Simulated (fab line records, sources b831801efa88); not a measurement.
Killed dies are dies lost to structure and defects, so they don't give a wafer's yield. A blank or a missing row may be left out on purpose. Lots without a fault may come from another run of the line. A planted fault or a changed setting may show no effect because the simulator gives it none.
One fault seen from 2 desks | flow sky130 | each desk has only its own numbers; what lay behind them comes last

THE TOOL OWNER'S DESK: cmp-02
The tool's own readings at SKY_VIA4_CMP_02 (polishes SiO2): means of the sampled wafers that have a number, for each lot that ran on this tool. A lot is out of limits, marked OUT, if its mean lies more than 4 standard deviations from the usual mean; the brackets give that distance.
Columns: A = edge_zone_pressure_frac at SKY_VIA4_CMP_02, usual 1.000; B = head_pressure_psi at SKY_VIA4_CMP_02, usual 3.999 psi; C = motor_current_A at SKY_VIA4_CMP_02, usual 12.2 A; D = platen_rpm at SKY_VIA4_CMP_02, usual 59.99 rpm
lot  | first seen here | A     | B     | C    | D
L889 | day 42 13:28    | 0.998 | 4.002 | 11.5 | 59.99
L891 | day 43 05:09    | 1.003 | 3.996 | 11.3 | 59.96
L905 | day 47 06:10    | 0.996 | 3.997 | 12.5 | 60.02
L907 | day 47 07:07    | 1.000 | 3.996 | 12.3 | 60.01
L908 | day 47 15:35    | 1.001 | 3.996 | 10.8 | 60.01
L911 | day 48 07:42    | 1.007 | 3.998 | 11.6 | 59.98
This desk's finding: nothing out of limits on any of the 6 lots.

THE METROLOGY DESK
What the gauges read, lot by lot, whatever tool the lot ran on: means of the sampled wafers that have a number. A lot is out of limits, marked OUT, if its mean lies more than 4 standard deviations from the usual mean; the brackets give that distance.
Columns: A = CAP2M_TIN_THK at SKY_CAP2M_THK_MEAS_04, usual 198 nm; B = VIA4_BOW at SKY_VIA4_BOW_MEAS_03, usual 79 um
lot  | first seen here | A   | B
L889 | day 40 12:04    | 196 | 69
L891 | day 41 03:40    | 206 | 90
L901 | day 44 16:50    | 197 | 134 (+6.4) OUT
L904 | day 44 21:51    | 200 | 127 (+5.6) OUT
L903 | day 45 00:22    | 194 | 118 (+4.6) OUT
L906 | day 45 04:00    | 199 | 72
L905 | day 45 08:46    | 197 | 73
L907 | day 45 11:32    | 199 | 85
L908 | day 45 18:57    | 196 | 81
L911 | day 46 13:56    | 198 | 70
This desk's finding: out of limits on L901, L903, L904; first on L901, day 46 14:24 (VIA4_BOW at SKY_VIA4_BOW_MEAS_03). In limits: L889, L891, L906, L905, L907, L908, L911.

PUT TOGETHER
The metrology desk could have raised an alarm at day 46 14:24, on L901, L903, L904.
The tool owner's desk saw nothing out of limits.
The tool owner's desk has no number on record for L901, L903, L904.
Of the lots named, all ran SKY_VIA4_CMP_02 on cmp-02.

WHAT THE SIMULATOR HAD PUT IN
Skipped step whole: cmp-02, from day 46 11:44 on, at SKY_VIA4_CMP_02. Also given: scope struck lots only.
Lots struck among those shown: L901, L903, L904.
Hours from the fault's start to each desk's first reading out of limits: the metrology desk, 3.
